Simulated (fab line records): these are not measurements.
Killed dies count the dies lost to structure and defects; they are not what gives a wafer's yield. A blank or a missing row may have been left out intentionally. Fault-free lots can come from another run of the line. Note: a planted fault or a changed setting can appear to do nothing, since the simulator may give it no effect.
Matching of chambers    flow sfq_line    4 sister chambers for SFQ_TRILAYER_I4_CMP_CMP_100 on cmp-01
The step polishes SiO2. 8 wafers are shown with their chamber, then 9 later ones without.

== WAFERS WITH THEIR CHAMBER ==
wafer   chamber  motor_current_A (A)  time_to_endpoint_s (s)
L109.3  3        9.9                  220
L109.6  2        9.4                  212
L114.3  0        8.7                  217
L114.2  2        10.1                 196
L114.4  3        10.8                 214
L115.2  1        9.9                  204
L115.5  1        10.0                 208
L115.6  0        8.7                  221

== WAFERS MISSING THEIR CHAMBER ==
wafer   motor_current_A (A)  time_to_endpoint_s (s)
L120.1  10.5                 211
L120.4  10.2                 209
L120.5  10.2                 204
L123.2  11.0                 219
L123.4  8.4                  236
L123.5  9.6                  219
L124.2  9.1                  223
L124.4  9.7                  210
L124.5  9.9                  202

== WHICH CHAMBER EACH WENT THROUGH ==
wafer   from the rows above                in truth
L120.1  can't be placed: 3 or 1 or 2       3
L120.4  can't be placed: 1 or 3 or 2       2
L120.5  can't be placed: 1 or 2 or 3       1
L123.2  can't be placed: 3 or 1            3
L123.4  0                                  0
L123.5  can't be placed: 3 or 1 or 0 or 2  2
L124.2  0                                  0
L124.4  can't be placed: 1 or 2 or 3 or 0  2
L124.5  can't be placed: 2 or 1            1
2 of 9 placed correctly. From these rows, 7 cannot be placed; in 7 the true chamber is one of the candidates. Placed wrongly: 0.
How it was worked out, from the rows above alone: a wafer's distance from a chamber is the root of the sum, over the readings, of the square of ((its reading less the chamber's mean) divided by the reading's scatter). The wafer belongs to the nearest chamber; if the next one is less than 2 further off, it can't be placed. Each chamber's mean is taken over the wafers shown for it. The scatter is the square root of a quotient: the sum, over the shown wafers, of each reading's squared deviation from its chamber's mean, divided by wafers minus chambers.
